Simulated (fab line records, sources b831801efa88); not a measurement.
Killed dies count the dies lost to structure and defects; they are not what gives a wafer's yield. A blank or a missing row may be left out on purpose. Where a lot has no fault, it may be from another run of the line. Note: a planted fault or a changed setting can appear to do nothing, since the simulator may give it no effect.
What tool caused it?	flow sky130	13 lots, 39 wafers sampled, at 3 steps of a route of 708

WHAT THE GAUGES SHOWED, per wafer
SKY_FIELD_ISO_CD_MEAS_13: target cd 150 nm. Usual: cd-nm 149.8 nm, standard deviation 1.3.
lot	measured	on	cd-nm (nm)	flag
L906	day 2 06:16	cd-sem-02	150.5 150.0 149.8	
L908	day 2 14:43	cd-sem-01	148.2 148.5 150.4	
L909	day 2 21:04	cd-sem-02	150.1 150.1 150.1	
L910	day 3 02:36	cd-sem-01	149.6 149.3 149.5	
L911	day 3 09:10	cd-sem-02	151.9 151.1 150.7	
L912	day 3 12:46	cd-sem-01	149.9 149.6 149.8	
L914	day 3 21:56	cd-sem-02	147.8 148.3 146.5	
L915	day 4 03:20	cd-sem-02	151.5 152.8 152.1	
L916	day 4 08:22	cd-sem-01	148.4 150.2 150.7	
L917	day 4 13:54	cd-sem-01	148.5 149.4 149.2	
L918	day 4 21:11	cd-sem-02	152.7 152.7 150.8	
L921	day 5 11:14	cd-sem-02	111.5 110.7 112.3	OFF
L925	day 6 07:45	cd-sem-02	120.8 120.0 120.2	OFF

SKY_VIA1_OVL_MEAS_13. Usual: VIA1_OVL typically reads 4 nm, with standard deviation 4.4.
lot	measured	on	VIA1_OVL (nm)	flag
L906	day 33 19:41	overlay-01	8 8 12	
L908	day 34 18:23	overlay-02	8 16 5	
L909	day 35 19:11	overlay-01	-2 2 2	
L910	day 35 20:16	overlay-02	8 5 4	
L911	day 35 17:33	overlay-02	-4 4 0	
L912	day 36 04:53	overlay-01	2 5 0	
L914	day 36 14:39	overlay-01	8 10 4	
L915	day 36 22:41	overlay-01	4 7 -2	
L916	day 37 06:59	overlay-01	3 -7 3	
L917	day 37 16:56	overlay-02	1 2 2	
L918	day 38 01:23	overlay-02	1 -1 5	

EACH LOT AND THE TOOL THAT RAN IT (in order: tool; ch and the chambers of the sampled wafers; start)
lot	SKY_FIELD_ISO_EXPOSE_10
L906	krf-scanner-02 ch 0, day 1 22:37
L908	krf-scanner-01 ch 0, day 2 07:33
L909	krf-scanner-01 ch 0, day 2 13:46
L910	krf-scanner-02 ch 0, day 2 18:26
L911	krf-scanner-01 ch 0, day 3 00:39
L912	krf-scanner-02 ch 0, day 3 05:05
L914	krf-scanner-02 ch 0, day 3 13:55
L915	krf-scanner-01 ch 0, day 3 19:29
L916	krf-scanner-01 ch 0, day 4 00:37
L917	krf-scanner-02 ch 0, day 4 05:11
L918	krf-scanner-02 ch 0, day 4 12:46
L921	krf-scanner-01 ch 0, day 5 02:04
L925	krf-scanner-01 ch 0, day 5 23:01
- SKY_FIELD_ISO_EXPOSE_10: exposes mask FOM, target cd 150 nm.

AS READ BY THE TOOLS THEMSELVES (means over the sampled wafers that have a number; for cases with no such wafer, the mark the record gives instead)
SKY_FIELD_ISO_EXPOSE_10. Usual: exposure-dose-mJ-cm2 28.004, standard deviation 0.029.
lot	tool	exposure-dose-mJ-cm2	flag
L906	krf-scanner-02	28.008	
L908	krf-scanner-01	28.012	
L909	krf-scanner-01	27.981	
L910	krf-scanner-02	28.057	
L911	krf-scanner-01	28.030	
L912	krf-scanner-02	28.003	
L914	krf-scanner-02	27.986	
L915	krf-scanner-01	27.992	
L916	krf-scanner-01	27.991	
L917	krf-scanner-02	27.992	
L918	krf-scanner-02	28.028	
L921	krf-scanner-01	33.840	OFF
L925	krf-scanner-01	32.659	OFF

THE ANSWER, worked out from the rows above alone
Rule: lot off if the mean of its wafers having a number is beyond 3 standard deviations from the usual mean. Also off: a lot with no number at a reading for which 4 or more lots have one. All remaining lots with rows at the step are treated as sound. Order of review: gauges by route order, followed by the tools' own readings, for which a lot's mean as printed above is used. The first step at which some lot is off is used, and at that step the reading that is off furthest; a lot without a number counts as furthest.
Off at SKY_FIELD_ISO_CD_MEAS_13 (cd-nm): L921, L925.
A tool fits if, at a process step before that reading, it ran every lot that is off, and no sound lot after the first of them. The gauges at SKY_FIELD_ISO_CD_MEAS_13 aren't tried: what is off there is off at SKY_FIELD_ISO_EXPOSE_10 too, on other tools, and a gauge's error can't cause that. One candidate fits, namely krf-scanner-01 at SKY_FIELD_ISO_EXPOSE_10. Its last sound lot is L916 (day 4 00:37), its first lot that is off L921 (day 5 02:04): a fault that began between those two fits.
On the lots that are off, the tool's own readings at SKY_FIELD_ISO_EXPOSE_10 differ by more than 5 times the standard deviation of the sound lots' means, which bears it out; exposure-dose-mJ-cm2 reads 33.249 there versus 28.007 on the sound lots.

WHAT THE SIMULATOR HAD PUT IN
Drift in process parameters on krf-scanner-01 at SKY_FIELD_ISO_EXPOSE_10, starting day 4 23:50. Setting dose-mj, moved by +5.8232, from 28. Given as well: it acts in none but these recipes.
Lots struck among those shown: L921, L925. The same result came from the rule above.
